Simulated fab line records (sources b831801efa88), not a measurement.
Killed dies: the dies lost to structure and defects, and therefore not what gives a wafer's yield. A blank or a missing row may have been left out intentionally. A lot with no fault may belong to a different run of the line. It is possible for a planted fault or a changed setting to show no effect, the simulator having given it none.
Which of the tools did it? :: flow gf180mcu :: route of 602 steps, sampled at 1 step: 6 lots, 18 wafers

== WHAT THE GAUGES READ, wafer by wafer ==
GF_DUAL_GATE_OVL_MEAS_11.
lot: L113
measured: day 8 23:20
on: overlay-02
DUAL_GATE_OVL (nm): 0.2 -0.5 -1.1

lot: L116
measured: day 9 15:12
on: overlay-02
DUAL_GATE_OVL (nm): 0.3 0.4 -1.6

lot: L122
measured: day 11 11:12
on: overlay-01
DUAL_GATE_OVL (nm): -2.4 -0.8 -1.5

lot: L124
measured: day 12 04:25
on: overlay-02
DUAL_GATE_OVL (nm): -0.8 0.9 0.6

lot: L126
measured: day 12 18:09
on: overlay-01
DUAL_GATE_OVL (nm): 1.7 -1.0 -0.6

lot: L134
measured: day 15 03:48
on: overlay-01
DUAL_GATE_OVL (nm): -0.6 -0.8 -1.2

== WHICH TOOL RAN EACH LOT (tool, then ch and the chambers of the sampled wafers, then the start) ==
Record: no process step prior to these readings.

== THE ANSWER, worked out from the rows above alone ==
Rule: the usual values come from the lots themselves. The widest of any qualifying gaps counts: lots, ordered by their means at a reading, are off when they make up no more than a third of the lots, leave a main group of 4 or more, and stand apart from it by 3 or more times the standard deviation of that group's means. The tables above print the reading to a certain number of digits; a main group whose means all agree to those digits is not used. Also off: a lot with no number at a reading for which 4 or more lots have one. All remaining lots with rows at the step are treated as sound.
No lot is off on any of the readings shown, so nothing can be concluded from this.

== WHAT HAD BEEN PUT IN BY THE SIMULATOR ==
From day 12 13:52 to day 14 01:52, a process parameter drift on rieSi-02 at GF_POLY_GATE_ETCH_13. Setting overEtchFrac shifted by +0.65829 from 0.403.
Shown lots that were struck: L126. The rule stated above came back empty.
